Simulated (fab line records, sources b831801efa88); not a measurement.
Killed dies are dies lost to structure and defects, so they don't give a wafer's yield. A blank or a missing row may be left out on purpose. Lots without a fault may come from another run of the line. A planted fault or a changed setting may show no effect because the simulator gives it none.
A struck lot beside a sound one | flow sky130 | 35 steps out of a route of 708
Sound: wafers L172.2, L172.3, L172.4. Struck: wafers L164.2, L164.3. (L164.1 of the same lot was not struck and is left out.) The cause comes at the end.
At each step with rows: each side's tool, then ch and its chambers, then its first start. Under that, the readings that differ: sound wafers | struck wafers | difference of the means | sigmas: that difference in standard deviations of wafers without a fault.
alike: readings whose means differ by less than 2 such deviations, and words and numbers that are the same on both sides. not compared: withheld readings, readings that some wafer has no value for, bounds like >300 that may hide the same value, and numbers for which the record gives no deviation and whose values overlap.
The two part at a step that has a row with sigmas, a row that says differs or no value, or rows on one side only. Numbers that don't overlap but have no deviation are shown without sigmas and don't part them. A reading that every wafer of one side lacks parts them only if that side has two wafers or more.

first, 10 steps without rows for these wafers: SKY_METAL2_HMDS_08 (prime time 60 s); SKY_METAL2_COAT_09 (resist thk 60 nm); SKY_METAL2_COAT_10 (resist thk 450 nm); SKY_METAL2_SOFTBAKE_11 (time 90 s); SKY_METAL2_EXPOSE_12 (exposes mask MM2, target cd 140 nm); SKY_METAL2_PEB_13; SKY_METAL2_DEVELOP_14 (develop time 60 s); SKY_METAL2_DESCUM_17 (chemistry O2, time 8 s); SKY_METAL2_ETCH_18 (etches BARC in N2/H2, stops on SiO2, time 45.9 s, target depth 60 nm); SKY_METAL2_METAL_ETCH_19 (etches the open film in Cl2/BCl3, stops on SiO2, target depth 360 nm, time 78 s).
SKY_METAL2_STRIP_20: strips in O2/N2.
  sound on plasma_asher-01 ch 0,1, day 39 11:29; struck on plasma_asher-02 ch 1, day 38 02:36
  alike: drypump_motor_current_A, oes_product_au, strip_time_to_endpoint_s
  not compared: rf_hours_counter_h
then, 23 steps without rows for these wafers: SKY_METAL2_STRIP_21 (strips in post etch residue remover, time 1200 s); SKY_METAL2_CLEAN_22 (cleans in IPA, time 180 s); SKY_METAL2_CLEAN_23 (cleans in O3/DIW); SKY_VIA2_HDPCVD_00 (deposits SiO2, target thk 1180 nm, time 196.7 s); SKY_VIA2_CMP_02 (polishes SiO2); SKY_VIA2_DEHYDRATE_04 (time 60 s); SKY_VIA2_HMDS_05 (prime time 60 s); SKY_VIA2_COAT_06 (resist thk 60 nm); SKY_VIA2_COAT_07 (resist thk 450 nm); SKY_VIA2_SOFTBAKE_08 (time 90 s); SKY_VIA2_EXPOSE_09 (exposes mask VIM2, target cd 200 nm); SKY_VIA2_PEB_10; SKY_VIA2_DEVELOP_11 (develop time 60 s); SKY_VIA2_ETCH_14 (etches BARC in N2/H2, stops on SiO2, time 45.9 s, target depth 60 nm); SKY_VIA2_ETCH_15 (etches SiO2 in C4F8/O2/Ar, stops on TiN, target depth 546 nm, time 84 s); SKY_VIA2_STRIP_16 (strips in O2/N2); SKY_VIA2_STRIP_17 (strips in post etch residue remover, time 1200 s); SKY_VIA2_CLEAN_18 (cleans in IPA, time 180 s); SKY_VIA2_CLEAN_19 (cleans in O3/DIW); SKY_VIA2_SPUTTER_20 (material TiN, target thk 20 nm, time 80 s); SKY_VIA2_CVD_21 (deposits W, target thk 420 nm, time 126.4 s); SKY_VIA2_CMP_24 (polishes, stops on SiO2, t overpolish 20 s, target thk 0 nm); SKY_METAL3_SPUTTER_00 (material Ti, target thk 15 nm, time 10 s).
-- the record jumps here: 10 days lie between the struck wafers' starts before and after (it left off in module METAL3 and takes up again in module PAD_OPEN, whose first step shown is number 708 of the route) --
SKY_PAD_OPEN_PROBE_99:
  sound on prober-02, day 49 03:44; struck on prober-02, day 48 01:55
  reading                               | sound               | struck      | difference | sigmas
  defect_limited_yield (%)              | 82.3 80.7 86.8      | 75.0 78.0   | -6.8       | -4
  killed_at_M0_to_M3                    | 40 47 23            | 77 67       | +35        | +6
  killed_dies                           | 87 95 65            | 123 108     | +33        | +4
  killed_on_rim                         | 20 16 15            | 33 27       | +13        | +4
  sort_bin_3_pad_short (%)              | 0.4 0.6 0.8         | 3.7 2.8     | +2.6       | +6
  sort_bin_5_function (%)               | 10.2 14.6 7.5       | 16.1 13.8   | +4.2       | +3
  sort_n_pass                           | 405 397 427         | 369 384     | -33        | -4
  sort_yield_pct (%)                    | 82.3 80.7 86.8      | 75.0 78.0   | -6.8       | -4
  model.etest.tester.sort_n_pass        | 405 397 427         | 369 384     | -33        |
  model.etest.tester.sort_yield_pct (%) | 82.32 80.69 86.79   | 75 78.05    | -7         |
  model.etest.tester.sort_bin_3_pct (%) | 0.4065 0.6098 0.813 | 3.659 2.846 | +2.643     |
  alike: killed_at_M4_up, killed_at_contacts, killed_at_front_end, killed_at_other, killed_open, killed_short, sort_bin_6_memory
  not compared: model.etest.tester.sort_bin_5_pct

WHERE THEY PART
Only at SKY_PAD_OPEN_PROBE_99, within this record.

WHY: what the simulator had put in
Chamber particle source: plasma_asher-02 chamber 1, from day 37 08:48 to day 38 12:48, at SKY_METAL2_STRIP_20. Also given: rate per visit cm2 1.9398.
